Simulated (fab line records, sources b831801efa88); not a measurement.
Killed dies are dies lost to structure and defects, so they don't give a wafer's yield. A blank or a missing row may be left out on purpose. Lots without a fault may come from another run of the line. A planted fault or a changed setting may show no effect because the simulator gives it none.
Which tool did it? | flow sky130 | 12 lots, 36 wafers sampled, at 5 steps of a route of 708

WHAT THE GAUGES READ, wafer by wafer
SKY_VT_ADJUST_PCH_OVL_MEAS_07. Usual: VT_ADJUST_PCH_OVL -0.3 nm, standard deviation 1.4.
lot  | measured     | on         | VT_ADJUST_PCH_OVL (nm) | flag
L582 | day 11 16:22 | overlay-02 | -3.8 -3.4 -3.2         |
L584 | day 12 04:09 | overlay-02 | -0.9 -2.4 -1.9         |
L586 | day 12 18:21 | overlay-01 | 3.1 2.0 2.5            |
L587 | day 13 02:06 | overlay-01 | -1.1 -0.6 -1.0         |
L588 | day 13 09:51 | overlay-02 | -2.1 -1.9 -2.3         |
L589 | day 13 12:45 | overlay-01 | 0.7 1.2 0.1            |
L590 | day 13 21:39 | overlay-02 | -0.7 0.4 -1.4          |
L591 | day 14 03:10 | overlay-01 | -0.2 0.0 -0.5          |
L597 | day 16 03:25 | overlay-02 | -1.9 -2.9 -2.1         |
L601 | day 17 19:48 | overlay-02 | -0.1 -0.9 -1.4         |
L602 | day 18 00:06 | overlay-02 | -0.3 -1.1 -0.8         |
L603 | day 18 04:04 | overlay-01 | 1.4 2.2 1.1            |

SKY_VT_ADJUST_PCH_TW_MEAS_10. Usual: VT_ADJUST_PCH_TW 143.6, standard deviation 1.4.
lot  | measured     | on            | VT_ADJUST_PCH_TW  | flag
L582 | day 11 16:39 | film_metro-04 | 142.8 143.0 143.4 |
L584 | day 12 04:26 | film_metro-02 | 143.9 144.3 143.7 |
L586 | day 12 18:38 | film_metro-04 | 143.4 142.5 144.1 |
L587 | day 13 02:23 | film_metro-03 | 141.4 141.5 140.5 |
L588 | day 13 10:08 | film_metro-03 | 140.4 140.2 141.0 |
L589 | day 13 13:02 | film_metro-02 | 144.7 143.6 143.9 |
L590 | day 13 21:56 | film_metro-02 | 144.9 144.0 144.0 |
L591 | day 14 03:47 | film_metro-04 | 172.4 171.4 173.3 | OFF
L597 | day 16 04:01 | film_metro-04 | 173.3 172.9 174.4 | OFF
L601 | day 17 20:05 | film_metro-04 | 145.5 143.6 144.6 |
L602 | day 18 00:23 | film_metro-04 | 143.9 143.2 144.5 |
L603 | day 18 04:22 | film_metro-02 | 144.4 143.9 144.6 |

SKY_LI_CONTACT_BOW_MEAS_03. Usual: LI_CONTACT_BOW 55 um, standard deviation 6.5.
lot  | measured     | on            | LI_CONTACT_BOW (um) | flag
L582 | day 29 19:15 | film_metro-04 | 55 68 61            |
L584 | day 30 05:50 | film_metro-03 | 58 43 51            |
L586 | day 30 23:16 | film_metro-04 | 55 67 62            |
L587 | day 31 07:26 | film_metro-03 | 67 58 56            |
L588 | day 31 11:08 | film_metro-02 | 55 50 52            |
L589 | day 31 13:36 | film_metro-03 | 47 41 58            |
L590 | day 31 23:55 | film_metro-04 | 56 56 63            |
L591 | day 32 08:34 | film_metro-02 | 53 47 48            |
L597 | day 34 07:10 | film_metro-03 | 52 48 51            |
L601 | day 35 17:40 | film_metro-03 | 45 57 60            |
L602 | day 35 20:11 | film_metro-02 | 66 55 55            |
L603 | day 36 01:26 | film_metro-03 | 50 67 44            |

WHICH TOOL RAN EACH LOT (tool, then ch and the chambers of the sampled wafers, then the start)
lot  | SKY_VT_ADJUST_PCH_IMPLANT_08    | SKY_RES_XHIGH_STRIP_08
L582 | implanter-01 ch 0, day 11 16:25 | plasma_asher-04 ch 0,1, day 28 12:56
L584 | implanter-02 ch 0, day 12 04:13 | plasma_asher-04 ch 0,1, day 28 23:39
L586 | implanter-03 ch 0, day 12 18:23 | plasma_asher-01 ch 0,1, day 29 18:18
L587 | implanter-01 ch 0, day 13 02:08 | plasma_asher-03 ch 0,1, day 30 02:12
L588 | implanter-01 ch 0, day 13 09:53 | plasma_asher-03 ch 0, day 30 05:11
L589 | implanter-01 ch 0, day 13 12:49 | plasma_asher-03 ch 1, day 30 08:27
L590 | implanter-03 ch 0, day 13 21:41 | plasma_asher-03 ch 0,1, day 30 17:50
L591 | implanter-03 ch 0, day 14 03:16 | plasma_asher-03 ch 0,1, day 31 02:55
L597 | implanter-01 ch 0, day 16 03:29 | plasma_asher-04 ch 0,1, day 33 02:04
L601 | implanter-01 ch 0, day 17 19:50 | plasma_asher-04 ch 0,1, day 34 13:39
L602 | implanter-03 ch 0, day 18 00:10 | plasma_asher-01 ch 0,1, day 34 15:36
L603 | implanter-01 ch 0, day 18 04:10 | plasma_asher-01 ch 0,1, day 34 21:26
- SKY_VT_ADJUST_PCH_IMPLANT_08
- SKY_RES_XHIGH_STRIP_08: strips in O2/N2.

WHAT THE TOOLS THEMSELVES READ (means of the sampled wafers that have a number; where no wafer has one, the mark that the record gives instead)
SKY_VT_ADJUST_PCH_IMPLANT_08. Usual: beam_on_s 9.99 s, standard deviation 0.19.
lot  | tool         | beam_on_s (s) | flag
L582 | implanter-01 | 10.11         |
L584 | implanter-02 | 9.90          |
L586 | implanter-03 | 9.83          |
L587 | implanter-01 | 10.09         |
L588 | implanter-01 | 9.65          |
L589 | implanter-01 | 9.85          |
L590 | implanter-03 | 9.97          |
L591 | implanter-03 | 9.98          |
L597 | implanter-01 | 9.99          |
L601 | implanter-01 | 10.18         |
L602 | implanter-03 | 10.09         |
L603 | implanter-01 | 9.90          |

SKY_RES_XHIGH_STRIP_08. Usual: drypump_motor_current_A 5.6 A, standard deviation 0.32; oes_product_au 0.712 a.u., standard deviation 0.0042; strip_time_to_endpoint_s 14.25 s, standard deviation 0.041.
lot  | tool            | drypump_motor_current_A (A) | oes_product_au (a.u.) | strip_time_to_endpoint_s (s) | flag
L582 | plasma_asher-04 | 5.8                         | 0.718                 | 14.24                        |
L584 | plasma_asher-04 | 6.0                         | 0.710                 | 14.25                        |
L586 | plasma_asher-01 | 5.5                         | 0.710                 | 14.22                        |
L587 | plasma_asher-03 | 5.7                         | 0.712                 | 14.25                        |
L588 | plasma_asher-03 | 5.7                         | 0.709                 | 14.24                        |
L589 | plasma_asher-03 | 5.6                         | 0.707                 | 14.27                        |
L590 | plasma_asher-03 | 5.6                         | 0.712                 | 14.22                        |
L591 | plasma_asher-03 | 5.6                         | 0.715                 | 14.23                        |
L597 | plasma_asher-04 | 5.9                         | 0.713                 | 14.30                        |
L601 | plasma_asher-04 | 5.9                         | 0.711                 | 14.29                        |
L602 | plasma_asher-01 | 5.5                         | 0.713                 | 14.15                        |
L603 | plasma_asher-01 | 5.2                         | 0.711                 | 14.23                        |

THE ANSWER, worked out from the rows above alone
Rule: a lot is off if the mean of its wafers that have a number lies more than 3 standard deviations from the usual mean. A lot without any number at a reading at which 4 lots or more have one is off too. The other lots that the step has rows for count as sound. The gauges are gone through in route order, then the tools' own readings, and for those a lot's mean is taken as printed above. The first step at which some lot is off is used, and at that step the reading that is off furthest; a lot without a number counts as furthest.
Off: L591, L597, at SKY_VT_ADJUST_PCH_TW_MEAS_10 (VT_ADJUST_PCH_TW).
A tool fits if, at a process step before that reading, it ran every lot that is off, and no sound lot after the first of them. The gauges at SKY_VT_ADJUST_PCH_TW_MEAS_10 are tried like those tools. None of those tried fits.

WHAT THE SIMULATOR HAD PUT IN
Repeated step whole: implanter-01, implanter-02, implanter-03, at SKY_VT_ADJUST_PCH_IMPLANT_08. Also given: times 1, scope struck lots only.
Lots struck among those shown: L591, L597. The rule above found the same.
